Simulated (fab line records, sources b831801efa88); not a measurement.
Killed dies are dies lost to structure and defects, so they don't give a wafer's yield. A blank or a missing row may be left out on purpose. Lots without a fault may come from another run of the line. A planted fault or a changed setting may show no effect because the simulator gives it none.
Tool commonality check | flow gf180mcu | 12 lots, 36 wafers sampled

WHY IT WAS OPENED
At GF_TOP_METAL_CD_MEAS_14 the reading cd_nm is flagged on 3 of 12 lots. Wafers without a fault read 440.2 nm, standard deviation 1.9.
Rule: a lot is flagged when every wafer of it that has a number lies more than 4 standard deviations from that mean, or none has a number. The other lots count as sound.

lot  | measured     | on        | cd_nm (nm), wafer by wafer | flag
L554 | day 28 07:59 | cd_sem-01 | 443.8 444.7 442.6          |
L555 | day 28 17:22 | cd_sem-01 | 438.2 439.1 439.0          |
L558 | day 29 16:34 | cd_sem-02 | 439.5 440.6 441.3          |
L559 | day 29 21:22 | cd_sem-02 | 442.8 441.3 442.8          |
L560 | day 30 02:10 | cd_sem-02 | 439.8 440.0 437.3          |
L561 | day 30 12:14 | cd_sem-01 | 440.2 438.3 442.3          |
L567 | day 32 05:12 | cd_sem-02 | 441.7 439.8 442.5          |
L568 | day 32 16:11 | cd_sem-01 | 453.5 453.9 455.1          | FLAGGED
L569 | day 32 23:50 | cd_sem-01 | 449.6 449.4 448.4          | FLAGGED
L570 | day 33 05:32 | cd_sem-01 | 452.2 449.5 451.7          | FLAGGED
L573 | day 33 15:56 | cd_sem-01 | 437.5 437.9 440.3          |
L575 | day 34 04:37 | cd_sem-02 | 439.9 440.8 441.6          |
The numbers of the flagged lots are 451.5 nm on average: +11.3 nm against the usual, or +6 standard deviations.

WHICH TOOL RAN EACH LOT
The record holds 2 process steps before the reading, out of a route of 602 steps. In each cell: the tool, then ch and the chambers that the sampled wafers went through, then the start.
lot  | flag    | GF_TOP_METAL_SPUTTER_00      | GF_TOP_METAL_EXPOSE_11
L554 |         | pvd_sputter-04, day 27 12:28 | iline_stepper-01 ch 0, day 27 22:29
L555 |         | pvd_sputter-01, day 27 21:53 | iline_stepper-02 ch 0, day 28 07:59
L558 |         | pvd_sputter-04, day 28 21:36 | iline_stepper-02 ch 0, day 29 07:44
L559 |         | pvd_sputter-03, day 29 02:19 | iline_stepper-01 ch 0, day 29 12:37
L560 |         | pvd_sputter-03, day 29 07:44 | iline_stepper-01 ch 0, day 29 17:08
L561 |         | pvd_sputter-01, day 29 17:29 | iline_stepper-01 ch 0, day 30 02:55
L567 |         | pvd_sputter-04, day 31 11:37 | iline_stepper-01 ch 0, day 31 20:20
L568 | FLAGGED | pvd_sputter-03, day 31 23:47 | iline_stepper-01 ch 0, day 32 08:17
L569 | FLAGGED | pvd_sputter-03, day 32 07:49 | iline_stepper-01 ch 0, day 32 16:13
L570 | FLAGGED | pvd_sputter-03, day 32 13:07 | iline_stepper-01 ch 0, day 32 21:38
L573 |         | pvd_sputter-04, day 32 23:20 | iline_stepper-02 ch 0, day 33 07:59
L575 |         | pvd_sputter-04, day 33 12:43 | iline_stepper-02 ch 0, day 33 21:05
What these steps do:
- GF_TOP_METAL_SPUTTER_00: material Ti, target thk 37.5 nm, time 150 s.
- GF_TOP_METAL_EXPOSE_11: exposes mask MetalTop, target cd 440 nm.
- GF_TOP_METAL_CD_MEAS_14: target cd 440 nm.

FLAGGED OVER TOTAL, TOOL BY TOOL (the gauges that took the reading come last)
step                    | tool             | lots run | flagged | share of the flagged lots | sound lots run after its first flagged lot
GF_TOP_METAL_SPUTTER_00 | pvd_sputter-01   | 2        | 0       | none                      | -
GF_TOP_METAL_SPUTTER_00 | pvd_sputter-03   | 5        | 3       | all                       | 0
GF_TOP_METAL_SPUTTER_00 | pvd_sputter-04   | 5        | 0       | none                      | -
GF_TOP_METAL_EXPOSE_11  | iline_stepper-01 | 8        | 3       | all                       | 0
GF_TOP_METAL_EXPOSE_11  | iline_stepper-02 | 4        | 0       | none                      | -
GF_TOP_METAL_CD_MEAS_14 | cd_sem-01        | 7        | 3       | all                       | 1 (L573)
GF_TOP_METAL_CD_MEAS_14 | cd_sem-02        | 5        | 0       | none                      | -

WHAT THE TABLE ALLOWS
3 rows of the table ran every flagged lot: pvd_sputter-03 at GF_TOP_METAL_SPUTTER_00, iline_stepper-01 at GF_TOP_METAL_EXPOSE_11, cd_sem-01 at GF_TOP_METAL_CD_MEAS_14.
- pvd_sputter-03 at GF_TOP_METAL_SPUTTER_00: 3 of its 5 lots flagged. Its last sound lot is L560 (day 29 07:44), its first flagged lot L568 (day 31 23:47): a fault that began between those two fits.
- iline_stepper-01 at GF_TOP_METAL_EXPOSE_11: 3 of its 8 lots flagged. Its last sound lot is L567 (day 31 20:20), its first flagged lot L568 (day 32 08:17): a fault that began between those two fits. Its own readings lie more than 4 standard deviations out on every wafer of the flagged lots: exposure_dose_mJ_cm2.
- cd_sem-01 at GF_TOP_METAL_CD_MEAS_14: 3 of its 7 lots flagged. Sound lots ran on it after the first flagged one (L573), which a lasting fault on the whole tool wouldn't allow.
Counting lots can't tell these 2 tools apart, because each fits a fault that began at some hour. More lots, or a look at what each step does to the wafer, might.

WHAT THE SIMULATOR HAD PUT IN
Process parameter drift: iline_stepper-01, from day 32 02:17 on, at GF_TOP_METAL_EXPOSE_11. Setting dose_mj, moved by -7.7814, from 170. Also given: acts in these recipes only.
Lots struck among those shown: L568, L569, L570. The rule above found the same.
